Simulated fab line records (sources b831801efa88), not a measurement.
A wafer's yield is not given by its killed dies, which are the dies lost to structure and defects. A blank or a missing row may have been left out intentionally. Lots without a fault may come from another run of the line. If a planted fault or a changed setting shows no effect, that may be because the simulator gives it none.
fab line records	flow sky130
record lots=11	wafers=33	last-day=50
route steps=708 shown VT_ADJUST_HVTP@93 SONOS_ONO@185 GATE_OXIDE@188
lots with no fault: from the same line, run without faults
start-h: start of the lot's first displayed wafer, in hours after the record's first day	wait-h: hours from the lot's prior step to this one	" same as the row above	L1.1+2: a single row standing in for several wafers	- no value present, or no start provided	* or withheld: withheld	< > ~ a bound
route shown NAME@n: names a module that has steps shown in the file, with the first one's number in the route	usual: mean/standard deviation taken from wafers without a fault	same: alike in all rows	chamber/n: place in a boat	sites: the reading at each site	_std_site: the standard deviation of these	_edge_site: mean of outer sites minus mean of inner sites	radius-mm: how far each site lies from the wafer's centre	mask NAME#n: copy n	behind: tool/chamber where the wafer was last shaped	hold: why the lot was held/for how many hours/how that ended	device: the transistor (n, p or np) that didn't switch	end of line: tests of these same wafers at the route's end	for a step that has no rows: nothing shown but its recipe	killed: dies that structure and defects cost at the first sort, which is not the same as the wafer's yield	map: per-die view of a wafer (x killed, . not killed, _ where there is no die)
set.NAME: the setting the step ran with; set.NAME@STEP: the setting that earlier step ran with	model.NAME: the simulator's own value behind a step, which no gauge read
a sample of lots followed through the steps of the route, with each step as a table and each wafer as a row
services: a tool's chamber out of use, with start hour (start-h, from the record's first day; less than 0 if before it), hours out, and reason
## steps
# step SKY_VT_ADJUST_HVTP_OVL_MEAS_08
# usual VT_ADJUST_HVTP_OVL=-0.7/1.5
lot.wafer	tool	chamber	start-h	wait-h	VT_ADJUST_HVTP_OVL[nm]
L487.3	overlay-01	-	138.67	0.1	-2.4
L487.5	"	-	"	"	-1.9
L487.6	"	-	"	"	-1.3
L488.3	overlay-01	-	147.59	0.1	-1.7
L488.4	"	-	"	"	-1.7
L488.5	"	-	"	"	-2.6
L490.1	overlay-01	-	156.68	0.1	0.6
L490.3	"	-	"	"	-2.0
L490.5	"	-	"	"	1.8
L492.3	overlay-02	-	169.12	0.1	-1.8
L492.4	"	-	"	"	-0.5
L492.6	"	-	"	"	1.4
L494.1	overlay-02	-	182.91	0.1	-2.8
L494.3	"	-	"	"	-2.8
L494.6	"	-	"	"	-3.0
L496.1	overlay-01	-	200.89	0.1	-2.0
L496.3	"	-	"	"	-3.5
L496.4	"	-	"	"	-2.6
L497.1	overlay-02	-	201.83	0.1	-1.1
L497.3	"	-	"	"	-0.1
L497.6	"	-	"	"	-0.5
L498.1	overlay-01	-	209.36	0.1	1.0
L498.3	"	-	"	"	1.5
L498.4	"	-	"	"	1.8
L499.1	overlay-02	-	230.49	0.1	-2.2
L499.4	"	-	"	"	-2.8
L499.5	"	-	"	"	-1.6
L505.2	overlay-01	-	263.05	0.1	1.3
L505.4	"	-	"	"	1.5
L505.6	"	-	"	"	0.2
L507.1	overlay-01	-	268.83	0.1	-0.4
L507.4	"	-	"	"	0.3
L507.5	"	-	"	"	-1.3
# step SKY_VT_ADJUST_HVTP_STRIP_10
# recipe chemistry=O2/N2	power-w=1400	pressure-mtorr=1500	platen-temp-c=withheld	o2-flow-sccm=3000	n2-flow-sccm=300	overash-fraction=0.5
# usual drypump-motor-current-A=5.7/0.6	n2-flow-sccm=300.0/0.83	oes-product-au=0.716/0.0045	strip-time-to-endpoint-s=14.19/0.042
# same overash-fraction=0.5
lot.wafer	tool	chamber	start-h	wait-h	drypump-motor-current-A	n2-flow-sccm	oes-product-au	rf-hours-counter-h	strip-time-to-endpoint-s
L487.3	plasma-asher-02	1	138.88	0.1	5.6	299.8	0.719	-	14.19
L487.5	"	1	"	"	5.6	299.3	0.719	-	14.20
L487.6	"	0	"	"	6.2	300.5	0.713	-	14.20
L488.3	plasma-asher-01	0	147.80	0.1	6.3	298.1	0.723	-	14.16
L488.4	"	1	"	"	4.8	300.8	0.714	-	14.10
L488.5	"	0	"	"	6.3	298.4	0.719	-	14.10
L490.1	plasma-asher-01	1	156.87	0.1	4.8	299.6	0.715	48	14.22
L490.3	"	1	"	"	4.8	300.3	0.706	-	14.19
L490.5	"	1	"	"	4.8	300.9	0.715	-	14.19
L492.3	plasma-asher-02	0	169.33	0.1	6.2	298.3	0.726	-	14.21
L492.4	"	1	"	"	5.6	299.4	0.715	-	14.21
L492.6	"	0	"	"	6.3	298.5	0.717	-	14.17
L494.1	plasma-asher-01	1	183.10	0.1	4.8	301.4	0.713	50	14.22
L494.3	"	0	"	"	6.3	301.2	0.717	-	14.22
L494.6	"	1	"	"	4.8	300.4	0.714	-	14.19
L496.1	plasma-asher-01	0	201.08	0.1	6.3	300.2	0.717	52	14.15
L496.3	"	1	"	"	4.8	299.1	0.713	-	14.10
L496.4	"	0	"	"	6.3	300.3	0.718	-	14.16
L497.1	plasma-asher-04	1	202.02	0.1	5.4	300.1	0.706	51	14.12
L497.3	"	1	"	"	5.3	300.9	0.721	-	14.12
L497.6	"	0	"	"	6.0	300.7	0.716	-	14.18
L498.1	plasma-asher-02	1	209.55	0.1	5.6	300.5	0.716	39	14.24
L498.3	"	1	"	"	5.6	300.3	0.725	-	14.17
L498.4	"	0	"	"	6.2	300.4	0.712	-	14.18
L499.1	plasma-asher-04	1	230.68	0.1	5.4	299.9	0.718	54	14.17
L499.4	"	1	"	"	5.4	298.8	0.710	-	14.18
L499.5	"	1	"	"	5.4	300.1	0.726	-	14.18
L505.2	plasma-asher-02	0	263.23	0.1	6.2	300.7	0.712	45	14.15
L505.4	"	0	"	"	6.2	299.9	0.715	-	14.21
L505.6	"	1	"	"	5.6	300.4	0.718	-	14.19
L507.1	plasma-asher-01	0	269.02	0.1	6.3	299.8	0.719	57	14.20
L507.4	"	1	"	"	4.8	300.6	0.713	-	14.20
L507.5	"	0	"	"	6.3	300.5	0.716	-	14.23
# step SKY_SONOS_ONO_STRIP_17
# recipe chemistry=O2/N2	power-w=1400	pressure-mtorr=1500	platen-temp-c=withheld	o2-flow-sccm=3000	n2-flow-sccm=300	overash-fraction=0.5
# usual drypump-motor-current-A=5.8/0.38	n2-flow-sccm=300.1/0.91	oes-product-au=0.709/0.0043	strip-time-to-endpoint-s=14.09/0.047
# same overash-fraction=0.5
lot.wafer	tool	chamber	start-h	wait-h	drypump-motor-current-A	n2-flow-sccm	oes-product-au	rf-hours-counter-h	strip-time-to-endpoint-s
L487.3	plasma-asher-03	0	301.51	0.0	6.2	299.3	0.717	-	13.98
L487.5	"	1	"	"	5.3	300.5	0.706	-	14.00
L487.6	"	0	"	"	6.2	301.8	0.706	-	14.01
L488.3	plasma-asher-04	1	312.31	0.0	5.4	301.1	0.711	-	14.13
L488.4	"	0	"	"	6.0	299.7	0.719	-	14.15
L488.5	"	1	"	"	5.4	300.1	0.718	-	14.14
L490.1	plasma-asher-02	1	324.13	0.0	5.6	299.3	0.714	51	14.08
L490.3	"	1	"	"	5.6	300.3	0.710	-	14.06
L490.5	"	0	"	"	6.2	300.1	0.710	-	14.11
L492.3	plasma-asher-04	1	339.55	0.0	5.3	299.5	0.708	-	14.07
L492.4	"	0	"	"	6.0	302.1	0.708	-	14.10
L492.6	"	0	"	"	6.0	300.9	0.707	-	14.11
L494.1	plasma-asher-03	0	361.92	0.0	6.2	298.4	0.708	24	14.14
L494.3	"	0	"	"	6.2	299.9	0.716	-	14.16
L494.6	"	0	"	"	6.2	299.3	0.712	-	14.11
L496.1	plasma-asher-03	0	380.92	0.0	6.3	299.5	0.711	25	14.08
L496.3	"	0	"	"	6.2	299.9	0.709	-	14.10
L496.4	"	1	"	"	5.3	299.6	0.707	-	14.10
L497.1	plasma-asher-02	1	383.10	0.0	5.6	298.2	0.713	57	14.09
L497.3	"	1	"	"	5.6	300.6	0.705	-	14.14
L497.6	"	0	"	"	6.3	299.3	0.708	-	14.04
L498.1	plasma-asher-03	0	396.44	0.0	6.2	299.4	0.717	26	14.05
L498.3	"	0	"	"	6.2	299.1	0.703	-	14.08
L498.4	"	1	"	"	5.4	302.2	0.708	-	14.02
L499.1	plasma-asher-02	0	421.11	0.0	6.3	298.6	0.710	61	14.12
L499.4	"	0	"	"	6.2	299.6	0.711	-	14.13
L499.5	"	0	"	"	6.2	300.2	0.708	-	14.17
L505.2	plasma-asher-02	1	463.97	0.0	5.6	300.1	0.717	65	14.11
L505.4	"	1	"	"	5.6	300.0	0.710	-	14.13
L505.6	"	0	"	"	6.2	301.9	0.706	-	14.08
L507.1	plasma-asher-02	0	470.65	0.0	6.2	299.3	0.710	66	14.14
L507.4	"	0	"	"	6.2	299.1	0.710	-	14.11
L507.5	"	0	"	"	6.2	299.1	0.713	-	14.09
# step SKY_GATE_OXIDE_OXIDATION_01
# recipe temp-c=900	ambient=O2	stabilise-s=600	purge-s=300	target-thk-a=102.68	ox-time-s=1473
# usual ox-temp-c=900.0/0.4	ox-time-s=1473/0	spike-tc-bottom-C=918.6/3	tube-center-temp-C=900/0.074
lot.wafer	tool	chamber	start-h	wait-h	ox-temp-c	ox-time-s	spike-tc-bottom-C	tube-center-temp-C
L487.3	furnace-02	0	303.22	1.5	899.7	1473	919.6	899.98
L487.5	"	0	"	"	899.7	1473	921.7	900.02
L487.6	"	0	"	"	900.0	1473	921.0	900.08
L488.3	furnace-02	0	312.48	0.0	900.4	1473	919.8	900.01
L488.4	"	0	"	"	901.0	1473	920.9	900.11
L488.5	"	0	"	"	900.7	1473	920.8	899.97
L490.1	furnace-02	0	324.74	0.4	899.8	1473	922.0	899.95
L490.3	"	0	"	"	900.1	1473	920.6	900.01
L490.5	"	0	"	"	899.7	1473	922.8	900.02
L492.3	furnace-01	0	339.73	0.0	899.6	1473	916.5	900.14
L492.4	"	0	"	"	900.0	1473	915.6	899.86
L492.6	"	0	"	"	899.6	1473	917.0	900.04
L494.1	furnace-02	0	362.39	0.3	900.0	1473	921.8	899.97
L494.3	"	0	"	"	900.1	1473	921.6	899.93
L494.6	"	0	"	"	900.6	1473	919.1	900.01
L496.1	furnace-02	0	381.63	0.5	900.1	1973.8	922.7	900.06
L496.3	"	0	"	"	899.9	1973.8	922.2	899.99
L496.4	"	0	"	"	899.7	1973.8	922.0	899.92
L497.1	furnace-02	0	384.29	1.0	900.1	1973.8	921.2	900.02
L497.3	"	0	"	"	900.1	1973.8	921.0	899.95
L497.6	"	0	"	"	899.5	1973.8	920.2	900.01
L498.1	furnace-01	0	397.62	0.9	900.1	1473	915.6	900.03
L498.3	"	0	"	"	899.9	1473	916.6	899.96
L498.4	"	0	"	"	899.8	1473	915.9	900.09
L499.1	furnace-01	0	422.42	1.1	899.9	1473	915.1	900.11
L499.4	"	0	"	"	899.6	1473	914.7	899.93
L499.5	"	0	"	"	900.0	1473	916.5	899.85
L505.2	furnace-01	0	464.79	0.6	900.3	1473	916.3	899.85
L505.4	"	0	"	"	899.8	1473	914.4	900.1
L505.6	"	0	"	"	900.2	1473	917.9	899.96
L507.1	furnace-01	0	471.02	0.2	899.5	1473	915.7	900.04
L507.4	"	0	"	"	900.3	1473	914.3	900.06
L507.5	"	0	"	"	899.2	1473	915.4	899.99
# step SKY_GATE_OXIDE_THK_MEAS_02
# recipe reads=SiO2_of_GATE_OXIDE_OXIDATION_01
# usual GATE_OXIDE_OXIDATION_00_THK=10.27/0.19
lot.wafer	tool	chamber	start-h	wait-h	hold	GATE_OXIDE_OXIDATION_00_THK[nm]
L487.3	film-metro-02	-	304.65	0.0	-	10.51
L487.5	"	-	"	"	-	10.46
L487.6	"	-	"	"	-	10.57
L488.3	film-metro-02	-	313.91	0.0	-	10.36
L488.4	"	-	"	"	-	10.16
L488.5	"	-	"	"	-	10.23
L490.1	film-metro-01	-	326.15	0.0	-	10.26
L490.3	"	-	"	"	-	10.11
L490.5	"	-	"	"	-	10.04
L492.3	film-metro-01	-	341.16	0.0	-	10.45
L492.4	"	-	"	"	-	10.42
L492.6	"	-	"	"	-	10.31
L494.1	film-metro-02	-	363.80	0.0	-	10.32
L494.3	"	-	"	"	-	10.38
L494.6	"	-	"	"	-	10.32
L496.1	film-metro-02	-	383.04	0.0	await-dispo/0.2h/release	12.57
L496.3	"	-	"	"	await-dispo/0.2h/release	12.46
L496.4	"	-	"	"	await-dispo/0.2h/release	12.38
L496.1	film-metro-02	-	383.27	0.2	-	12.52
L496.3	"	-	"	"	-	12.48
L496.4	"	-	"	"	-	12.36
L497.1	film-metro-01	-	385.70	0.0	await-dispo/0.2h/release	12.56
L497.3	"	-	"	"	await-dispo/0.2h/release	12.47
L497.6	"	-	"	"	await-dispo/0.2h/release	12.67
L497.1	film-metro-01	-	385.93	0.2	-	12.56
L497.3	"	-	"	"	-	12.52
L497.6	"	-	"	"	-	12.64
L498.1	film-metro-04	-	399.03	0.0	-	10.27
L498.3	"	-	"	"	-	10.23
L498.4	"	-	"	"	-	10.38
L499.1	film-metro-02	-	423.83	0.0	-	10.48
L499.4	"	-	"	"	-	10.50
L499.5	"	-	"	"	-	10.60
L505.2	film-metro-02	-	466.21	0.0	-	9.84
L505.4	"	-	"	"	-	9.95
L505.6	"	-	"	"	-	9.89
L507.1	film-metro-02	-	472.43	0.0	-	10.03
L507.4	"	-	"	"	-	9.97
L507.5	"	-	"	"	-	10.09
## services
tool	chamber	start-h	hours	kind
plasma-asher-03	0	117.75	-	clean
plasma-asher-04	-	120.82	2.8	pm
plasma-asher-04	-	143.69	4.9	repair
plasma-asher-03	-	150.50	2.8	pm
plasma-asher-01	-	161.90	2.8	pm
furnace-02	-	170.92	24.0	repair
plasma-asher-01	-	201.48	10.9	repair
plasma-asher-01	-	234.74	1.3	repair
plasma-asher-01	-	246.27	3.2	repair
furnace-02	-	276.26	4.9	pm
furnace-01	-	282.76	3.7	pm
plasma-asher-03	-	295.94	4.4	repair
plasma-asher-02	-	300.83	0.4	repair
plasma-asher-03	-	315.81	4.0	repair
plasma-asher-02	-	332.70	3.2	repair
plasma-asher-04	-	345.66	15.6	pm
plasma-asher-03	-	367.16	9.7	repair
furnace-02	-	374.74	3.1	pm
furnace-01	-	406.63	2.8	pm
plasma-asher-04	-	421.25	9.0	pm
plasma-asher-02	-	432.04	2.8	pm
furnace-02	-	443.21	4.4	pm
furnace-01	-	450.23	4.2	pm
plasma-asher-03	-	454.56	19.3	repair
## key
first-sign step=SKY_GATE_OXIDE_OXIDATION_01	reading=ox-time-s	direction=up	sigmas=99+	usual=*	struck=*
effect step=SKY_GATE_OXIDE_THK_MEAS_02	reading=visit	direction=added
effect step=SKY_GATE_OXIDE_THK_MEAS_02	reading=GATE_OXIDE_OXIDATION_00_THK	direction=up	sigmas=12	usual=10.27	struck=12.52
met-at SKY_GATE_OXIDE_OXIDATION_01
struck-lots L496,L497
tester-left-out L496,L497
not-acting-at SKY_VT_ADJUST_HVTP_OVL_MEAS_08,SKY_VT_ADJUST_HVTP_STRIP_10,SKY_SONOS_ONO_STRIP_17
fault kind=process-parameter-drift	tool=furnace-02	chamber=-	onset-h=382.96	steps=SKY_GATE_OXIDE_OXIDATION_01	channel=ox-time-s	offset=*	shape=step	end-h=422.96	acts-in=*	stated=*
# tester-left-out: of these lots the tester's yield and bins aren't shown, on N5 and GAA mostly nor the transistor test; their killed dies are dies lost to structure and defects alone, not to doping, threshold or leakage, so they don't give the yield
